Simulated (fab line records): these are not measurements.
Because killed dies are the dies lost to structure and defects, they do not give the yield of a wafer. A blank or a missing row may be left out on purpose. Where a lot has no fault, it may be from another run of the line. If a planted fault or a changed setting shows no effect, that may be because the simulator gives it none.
8D (eight disciplines) problem report, filled in by code | flow gf180mcu | the parts of the form that need people (team, actions taken, sign-off) are left out

1. WHAT IS WRONG
V4_W_RS at GF_V4_RS_MEAS_24 reads a mean of 0.387 ohm/sq on 3 wafers of 2 lots; wafers without a fault read 0.329 ohm/sq with a standard deviation of 0.0041. Relative to the usual mean, that is a shift of +14 standard deviations.
The step: measures by four-point-probe.
First observed at day 28 19:29: wafer L812.2, on film_metro-02. At this step, 33 wafers from 11 lots have a number in the record. The rule behind "out" and "out of limits": a value lying over 4 standard deviations away from the usual mean. Any other wafer with a number is counted as sound.

2. WHAT IT IS; WHAT IT IS NOT
question                    | is                           | is not
which readings at this step | V4_W_RS                      | -
which lots                  | L812, L813                   | L799, L800, L801, L802, L803, L804, L814, L816, L818
which wafers of those lots  | L812.2, L812.6, L813.2       | L812.3, L813.3, L813.5
read on which gauges        | film_metro-02, film_metro-04 | film_metro-03
when                        | from day 28 19:29            | up to then (19 sound wafers); but 11 sound wafers of L813, L814, L816, L818 came after

3. THE SUSPECTS, EACH WITH WHAT RULES IT OUT
Counting: a tool at a process step up to the reading stays a suspect if it ran every lot that is out. Sound lots after the first of them don't rule it out here, since some wafers of a struck lot are sound.
- the gauge at GF_V4_RS_MEAS_24: ruled out. 2 gauges (film_metro-02, film_metro-04) read the wafers that are out.
- cvd_w-01 at GF_V4_CVD_23 (deposits W, target thk 350 nm, time 104.9 s): kept. It ran every lot that is out, first L812 (day 28 19:22); its last sound lot up to then is L804 (day 26 03:53).
After counting, what remains is cvd_w-01 at GF_V4_CVD_23.

4. THE CAUSE (what the simulator had put in)
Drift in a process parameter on cvd_w-01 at GF_V4_CVD_23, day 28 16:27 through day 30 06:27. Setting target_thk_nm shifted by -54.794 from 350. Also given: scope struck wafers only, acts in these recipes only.
After counting, this tool was the only one left.

5. THE CHAIN OF EFFECTS, in route order
One row per reading whose mean, taken over the struck wafers that have a number, lies over 3 standard deviations from the usual. Scope: only readings with a usual standard deviation given in the record; hours: median across lots of the time from each lot's start at the first step in this table that gives one to its start at this step; sigmas: change in usual standard deviations.
hours | step              | reading            | usual        | on struck wafers | change | sigmas
0     | GF_V4_RS_MEAS_24  | V4_W_RS            | 0.329 ohm/sq | 0.387            | +0.058 | +14
0     | GF_V4_THK_MEAS_25 | V4_W_THK           | 341 nm       | 293              | -48    | -9.6
0     | GF_V4_CMP_26      | time_to_endpoint_s | 84 s         | 70               | -14    | -3.7
It contains these process steps:
- GF_V4_CMP_26: polishes, stops on SiO2, t overpolish 15 s, target thk 0 nm.

6. WHAT WOULD HAVE CAUGHT IT SOONER
In this record the first reading out of limits at a measuring or inspecting step was taken at day 28 19:29, 3 hours after the fault began at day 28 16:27.
Tool readings at GF_V4_CVD_23 with a usual standard deviation given in the record: none out on any struck wafer, hence no alarm at a limit of 4 standard deviations on them.
Lots out: 2; of these, L813 started GF_V4_CVD_23 on cvd_w-01 after day 28 19:29. Had the tool been put on hold then, it would have been spared.
